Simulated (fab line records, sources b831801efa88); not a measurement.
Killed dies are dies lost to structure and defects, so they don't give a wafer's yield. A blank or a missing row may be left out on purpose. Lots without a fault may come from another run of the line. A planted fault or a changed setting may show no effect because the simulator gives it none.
fab line records | flow sky130
record lots=11 wafers=33 last_day=50
route steps=708 shown METAL2@498 METAL3@535 CAPM@538 VIA3@587 PAD_OPEN@708
lots that met no fault: from a run of the same line without faults
start_h: hours from the record's first day to the start of the lot's first wafer shown | wait_h: hours since the lot's step before | " the same as in the row above | L1.1+2: a row that stands for several wafers | - no value, or no start given | * or withheld: withheld | < > ~ a bound
route shown NAME@n: a module of which the file shows steps, and the number in the route of the first | usual: mean/standard deviation of fault-free wafers | same: alike in all rows | chamber/n: place in a boat | sites: the reading at each site | _std_site: their standard deviation | _edge_site: outer sites' mean less inner sites' | radius_mm: how far each site lies from the wafer's centre | mask NAME#n: copy n | behind: the tool/chamber that last shaped the wafer | hold: why the lot was held/for how many hours/how that ended | device: the transistor (n, p or np) that didn't switch | end of line: the same wafers' tests at the end of the route | a step without rows: its recipe alone | killed: dies lost to structure and defects at the first sort, not the wafer's yield | map: a wafer's dies, x killed, . not, _ none there
set.NAME: the setting as run; set.NAME@STEP: as run at that earlier step | model.NAME: the simulator's own value behind a step, which no gauge read
steps of the route over a sample of lots; a table a step, a row a wafer
services: from which hour (start_h, from the record's first day; less than 0 if before it) a tool's chamber was out of use, for how many hours, and why
## steps
# step SKY_METAL2_CD_MEAS_15
# recipe target_cd_nm=140
# usual cd_nm=140.1/1.6
# columns lot.wafer tool chamber start_h wait_h cd_nm
L926.1 cd_sem-01 - 848.70 - 139.6
L926.2 " - " " 137.1
L926.5 " - " " 139.1
L925.1 cd_sem-01 - 853.21 - 141.2
L925.2 " - " " 143.3
L925.4 " - " " 143.1
L928.1 cd_sem-02 - 861.31 - 138.6
L928.2 " - " " 140.2
L928.5 " - " " 139.6
L932.1 cd_sem-02 - 888.98 - 138.4
L932.2 " - " " 139.6
L932.4 " - " " 140.0
L933.1 cd_sem-01 - 891.93 - 142.6
L933.2 " - " " 140.8
L933.6 " - " " 139.4
L934.4 cd_sem-01 - 895.97 - 140.2
L934.5 " - " " 142.0
L934.6 " - " " 141.3
L939.2 cd_sem-01 - 928.12 - 140.7
L939.4 " - " " 141.6
L939.5 " - " " 141.0
L940.3 cd_sem-01 - 956.15 - 141.0
L940.4 " - " " 140.5
L940.6 " - " " 140.6
L944.1 cd_sem-02 - 968.26 - 139.2
L944.5 " - " " 140.4
L944.6 " - " " 140.7
L945.2 cd_sem-02 - 970.90 - 138.3
L945.4 " - " " 138.8
L945.6 " - " " 137.8
L947.1 cd_sem-01 - 977.00 - 140.5
L947.3 " - " " 140.1
L947.6 " - " " 139.3
# step SKY_METAL3_SPUTTER_03
# recipe material=Ti target_thk_nm=5 power_w=3000 time_s=3.3 chamber_pressure_pa=0.4
# usual throttle_valve_pct=30.2/0.99
# columns lot.wafer tool chamber start_h wait_h throttle_valve_pct
L926.1 pvd_sputter-04 - 877.36 0.0 31.5
L926.2 " - " " 30.8
L926.5 " - " " 30.2
L925.1 pvd_sputter-04 - 882.43 0.0 30.2
L925.2 " - " " 31.5
L925.4 " - " " 31.0
L928.1 pvd_sputter-03 - 889.57 0.0 31.2
L928.2 " - " " 29.4
L928.5 " - " " 31.0
L932.1 pvd_sputter-03 - 917.04 0.0 29.7
L932.2 " - " " 30.7
L932.4 " - " " 29.3
L933.1 pvd_sputter-04 - 918.72 0.0 29.6
L933.2 " - " " 30.8
L933.6 " - " " 31.6
L934.4 pvd_sputter-03 - 923.24 0.0 29.5
L934.5 " - " " 30.7
L934.6 " - " " 31.0
L939.2 pvd_sputter-04 - 955.29 0.0 31.7
L939.4 " - " " 29.5
L939.5 " - " " 31.1
L940.3 pvd_sputter-03 - 984.33 0.0 29.8
L940.4 " - " " 29.9
L940.6 " - " " 31.0
L944.1 pvd_sputter-04 - 995.91 0.0 30.2
L944.5 " - " " 29.7
L944.6 " - " " 30.2
L945.2 pvd_sputter-02 - 996.96 0.0 28.9
L945.4 " - " " 27.7
L945.6 " - " " 27.7
L947.1 pvd_sputter-02 - 1003.94 0.0 30.5
L947.3 " - " " 30.7
L947.6 " - " " 30.9
# step SKY_CAPM_THK_MEAS_01
# recipe reads=SiO2_of_CAPM_CVD_00
# usual CAPM_CVD_00_THK=15.43/0.26
# columns lot.wafer tool chamber start_h wait_h CAPM_CVD_00_THK[nm]
L926.1 film_metro-02 - 877.46 - 15.19
L926.2 " - " " 15.60
L926.5 " - " " 15.56
L925.1 film_metro-04 - 882.52 - 15.44
L925.2 " - " " 15.44
L925.4 " - " " 15.55
L928.1 film_metro-04 - 889.67 - 15.12
L928.2 " - " " 15.33
L928.5 " - " " 15.62
L932.1 film_metro-02 - 917.13 - 14.76
L932.2 " - " " 15.00
L932.4 " - " " 15.11
L933.1 film_metro-04 - 918.81 - 15.45
L933.2 " - " " 15.38
L933.6 " - " " 15.22
L934.4 film_metro-04 - 923.36 - 15.86
L934.5 " - " " 15.74
L934.6 " - " " 15.47
L939.2 film_metro-04 - 955.39 - 15.15
L939.4 " - " " 15.60
L939.5 " - " " 15.76
L940.3 film_metro-04 - 984.44 - 15.19
L940.4 " - " " 15.02
L940.6 " - " " 15.52
L944.1 film_metro-02 - 996.00 - 15.45
L944.5 " - " " 15.69
L944.6 " - " " 16.00
L945.2 film_metro-03 - 997.06 - 15.35
L945.4 " - " " 15.66
L945.6 " - " " 15.87
L947.1 film_metro-03 - 1004.04 - 15.39
L947.3 " - " " 15.89
L947.6 " - " " 15.48
# step SKY_VIA3_ETCH_14
# recipe chemistry=N2/H2 target=BARC ion_energy_ev=200 source_w=500 bias_w=100 pressure_mtorr=30 n2_flow_sccm=100 h2_flow_sccm=200 stop_on=SiO2 time_s=45.9 target_depth_a=600
# usual drypump_motor_current_A=5.8/0.38 n2_flow_sccm=100.01/0.29 oes_product_au=0.854/0.0052 rf_fwd_power_W=495.6/1.9 run_length_s=74.3/0.4 throttle_valve_pct=13.225/0.009
# columns lot.wafer tool chamber start_h wait_h drypump_motor_current_A n2_flow_sccm oes_product_au rf_fwd_power_W rf_hours_counter_h run_length_s throttle_valve_pct
L926.1 rie_diel-03 0 952.68 0.0 5.6 99.85 0.853 496.3 14 74.0 13.209
L926.2 " 1 " " 5.7 100.42 0.852 493.6 17 74.4 13.210
L926.5 " 1 " " 5.7 100.35 0.854 495.1 - 74.5 13.235
L925.1 rie_diel-03 2 958.31 0.0 6.1 99.71 0.852 495.5 4 74.4 13.206
L925.2 " 3 " " 5.8 99.98 0.857 495.8 21 74.4 13.226
L925.4 " 0 " " 5.5 100.03 0.852 493.0 14 74.2 13.208
L928.1 rie_diel-03 0 965.22 0.0 5.6 99.41 0.862 498.5 15 73.9 13.230
L928.2 " 2 " " 6.1 99.62 0.867 495.1 4 74.6 13.236
L928.5 " 3 " " 5.8 99.90 0.859 494.7 - 74.8 13.229
L932.1 rie_diel-03 2 991.28 0.0 6.1 100.28 0.854 496.9 5 74.5 13.219
L932.2 " 3 " " 5.8 100.32 0.756 496.3 22 87.5 13.228
L932.4 " 0 " " 5.5 100.37 0.847 495.7 - 74.2 13.225
L933.1 rie_diel-03 3 994.12 0.0 5.8 100.16 0.758 494.0 22 87.1 13.215
L933.2 " 0 " " 5.5 100.15 0.856 496.4 16 73.8 13.216
L933.6 " 2 " " 6.1 99.86 0.859 493.0 - 74.4 13.220
L934.4 rie_diel-03 0 999.78 0.0 5.6 100.26 0.866 497.0 - 74.2 13.213
L934.5 " 3 " " 5.8 100.25 0.759 495.1 - 87.2 13.212
L934.6 " 2 " " 6.1 100.20 0.855 496.5 - 74.4 13.218
L939.2 rie_diel-02 0 1028.78 0.0 6.2 99.87 0.853 497.4 24 74.4 13.215
L939.4 " 3 " " 6.0 99.95 0.859 493.9 29 74.0 13.219
L939.5 " 2 " " 4.7 100.50 0.864 493.2 - 74.1 13.224
L940.3 rie_diel-02 1 1055.68 0.0 6.0 99.90 0.855 494.2 16 74.1 13.229
L940.4 " 0 " " 6.2 99.36 0.852 498.2 25 74.4 13.210
L940.6 " 0 " " 6.2 99.85 0.857 497.5 - 74.2 13.225
L944.1 rie_diel-03 2 1066.51 0.0 6.1 100.13 0.858 494.4 8 74.9 13.223
L944.5 " 3 " " 5.8 99.56 0.850 496.5 - 74.2 13.227
L944.6 " 2 " " 6.1 100.16 0.857 496.0 - 74.4 13.237
L945.2 rie_diel-02 2 1067.42 0.0 4.7 100.01 0.844 493.8 10 74.0 13.241
L945.4 " 0 " " 6.2 100.07 0.843 496.7 25 74.3 13.218
L945.6 " 0 " " 6.3 100.48 0.854 495.0 - 75.1 13.233
L947.1 rie_diel-03 0 1074.67 0.0 5.6 100.27 0.857 498.9 18 73.8 13.240
L947.3 " 1 " " 5.7 99.86 0.858 493.1 20 74.6 13.230
L947.6 " 0 " " 5.6 99.74 0.844 498.2 - 74.1 13.222
# step SKY_VIA3_STRIP_16
# recipe chemistry=O2/N2 power_w=1400 pressure_mtorr=1500 platen_temp_c=withheld o2_flow_sccm=3000 n2_flow_sccm=300 overash_fraction=0.5
# usual drypump_motor_current_A=5.7/0.31 n2_flow_sccm=300.0/0.83 oes_product_au=0.401/0.0047 strip_time_to_endpoint_s=4.127/0.026
# columns lot.wafer tool chamber start_h wait_h drypump_motor_current_A n2_flow_sccm oes_product_au rf_hours_counter_h strip_time_to_endpoint_s
L926.1 plasma_asher-02 1 952.78 0.0 6.1 299.2 0.393 20 4.158
L926.2 " 0 " " 5.8 299.8 0.397 20 4.109
L926.5 " 1 " " 6.1 299.2 0.396 - 4.108
L925.1 plasma_asher-03 0 958.41 0.0 5.3 300.4 0.406 81 4.095
L925.2 " 1 " " 5.4 299.5 0.408 81 4.112
L925.4 " 1 " " 5.4 299.3 0.404 - 4.150
L928.1 plasma_asher-01 0 965.32 0.0 6.1 300.2 0.403 119 4.152
L928.2 " 1 " " 5.6 300.5 0.395 119 4.083
L928.5 " 0 " " 6.2 299.8 0.402 - 4.114
L932.1 plasma_asher-02 1 991.39 0.0 6.0 300.9 0.398 24 4.153
L932.2 " 0 " " 5.7 300.5 0.397 24 3.995
L932.4 " 1 " " 6.1 301.9 0.396 - 4.158
L933.1 plasma_asher-02 0 994.22 0.0 5.8 299.9 0.395 25 3.985
L933.2 " 1 " " 6.1 299.7 0.411 25 4.157
L933.6 " 1 " " 6.1 301.1 0.399 - 4.102
L934.4 plasma_asher-01 0 999.89 0.0 6.1 300.5 0.403 - 4.178
L934.5 " 0 " " 6.2 298.2 0.397 - 4.003
L934.6 " 1 " " 5.6 301.0 0.398 - 4.114
L939.2 plasma_asher-01 0 1028.89 0.0 6.2 298.9 0.399 125 4.119
L939.4 " 1 " " 5.6 299.8 0.403 - 4.125
L939.5 " 1 " " 5.6 300.5 0.397 - 4.120
L940.3 plasma_asher-03 0 1055.82 0.1 5.3 298.7 0.403 - 4.097
L940.4 " 1 " " 5.4 300.3 0.395 - 4.139
L940.6 " 0 " " 5.3 300.0 0.405 - 4.121
L944.1 plasma_asher-02 1 1066.61 0.0 6.1 299.2 0.394 32 4.099
L944.5 " 1 " " 6.1 299.0 0.394 - 4.123
L944.6 " 0 " " 5.7 298.7 0.390 - 4.120
L945.2 plasma_asher-01 0 1067.52 0.0 6.1 300.2 0.395 0 4.113
L945.4 " 0 " " 6.1 300.5 0.400 - 4.147
L945.6 " 0 " " 6.1 300.9 0.403 - 4.150
L947.1 plasma_asher-01 1 1074.77 0.0 5.6 300.3 0.398 1 4.139
L947.3 " 1 " " 5.7 299.8 0.401 - 4.104
L947.6 " 0 " " 6.2 299.7 0.403 - 4.136
# step SKY_PAD_OPEN_PROBE_99
# usual defect_limited_yield=82.6/1.9 killed_at_M0_to_M3=43/7.1 killed_at_M4_up=3.0/1.6 killed_at_contacts=24/5.3 killed_at_front_end=16/4.1 killed_at_other=0.5/0.82 killed_dies=86/9.4 killed_open=46/6.9 killed_short=39/6.5 sort_bin_3_pad_short=0.9/0.45 sort_bin_5_function=10.3/1.5 sort_bin_6_memory=6.2/1.1 sort_n_pass=406/9.4 sort_yield_pct=82.6/1.9
# same gross_dies=492 killed_at_back_side=0 sort_bin_4_leakage[%]=0 sort_bin_8_speed[%]=0
# columns lot.wafer tool chamber start_h wait_h defect_limited_yield[%] killed_at_M0_to_M3 killed_at_M4_up killed_at_contacts killed_at_front_end killed_at_other killed_dies killed_open killed_short sort_bin_3_pad_short[%] sort_bin_5_function[%] sort_bin_6_memory[%] sort_n_pass sort_yield_pct[%]
L945.2 prober-02 - 1189.97 0.1 85.4 33 1 22 15 1 72 38 34 0.8 8.3 5.5 420 85.4
L945.4 prober-02 - 1190.07 0.2 80.9 54 1 21 18 0 94 48 46 1.2 12.0 5.9 398 80.9
L945.6 prober-02 - 1190.17 0.2 85.0 31 3 18 22 0 74 35 39 0.8 7.9 6.3 418 85.0
# killed by level:class
L945.2 VIA1:geometric_particle:open=9 METAL1:geometric_particle:short=8 LI_CONTACT:geometric_particle:open=7 LOCAL_INTERCONNECT:geometric_particle:short=6 VIA2:geometric_particle:open=5 POLY_GATE:geometric_particle:open=4 CONTACT:geometric_particle:open=4 FIELD_ISO:geometric_particle:open=3
L945.4 VIA1:geometric_particle:open=12 VIA1:geometric_particle:short=9 VIA3:geometric_particle:open=6 CONTACT:geometric_particle:short=6 METAL1:geometric_particle:short=6 FIELD_ISO:geometric_particle:short=5 CONTACT:geometric_particle:open=5 VIA2:geometric_particle:open=5
L945.6 CONTACT:geometric_particle:open=10 FIELD_ISO:geometric_particle:short=7 METAL2:geometric_particle:short=7 FIELD_ISO:geometric_particle:open=6 METAL3:geometric_particle:short=5 POLY_GATE:geometric_particle:open=4 METAL1:geometric_particle:short=4 VIA1:geometric_particle:open=4
## services
# columns tool chamber start_h hours kind
plasma_asher-02 - 869.41 5.4 repair
pvd_sputter-04 - 880.49 1.2 repair
rie_diel-03 3 885.81 3.9 repair
pvd_sputter-03 - 889.81 9.0 repair
pvd_sputter-04 0 895.36 - consumable_replace:kit
pvd_sputter-04 0 895.36 18.0 scheduled_down
rie_diel-03 - 896.06 14.6 pm
plasma_asher-02 - 897.30 5.9 repair
pvd_sputter-02 - 900.89 1.3 repair
rie_diel-02 0 914.39 2.4 repair
rie_diel-03 2 922.08 7.6 repair
rie_diel-02 0 923.29 4.3 repair
rie_diel-02 2 924.87 5.0 repair
rie_diel-03 0 940.57 6.7 repair
pvd_sputter-02 - 963.74 3.7 repair
rie_diel-03 1 986.50 19.7 repair
rie_diel-02 1 1000.94 13.5 repair
rie_diel-03 0 1002.15 3.8 repair
rie_diel-02 0 1006.09 4.9 repair
pvd_sputter-03 - 1013.09 3.5 repair
plasma_asher-01 - 1055.25 9.0 pm
plasma_asher-01 - 1057.18 1.2 repair
plasma_asher-01 - 1069.78 0.4 repair
rie_diel-03 3 1070.67 4.6 repair
## key
first_sign step=SKY_VIA3_ETCH_14 reading=run_length_s direction=up sigmas=32 usual=* struck=*
effect step=SKY_VIA3_ETCH_14 reading=oes_product_au direction=down sigmas=19 usual=0.854 struck=0.758
effect step=SKY_VIA3_STRIP_16 reading=strip_time_to_endpoint_s direction=down sigmas=5.1 usual=* struck=*
met_at SKY_VIA3_ETCH_14
struck_lots L932,L933,L934
struck_wafers L932.2,L933.1,L934.5
not_acting_at SKY_METAL2_CD_MEAS_15,SKY_METAL3_SPUTTER_03,SKY_CAPM_THK_MEAS_01
onset_between 965.22 991.28
fault kind=process_parameter_drift tool=rie_diel-03 chamber=3 onset_h=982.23 steps=SKY_VIA3_ETCH_14 channel=time_s offset=* shape=step end_h=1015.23 acts_in=* stated=*
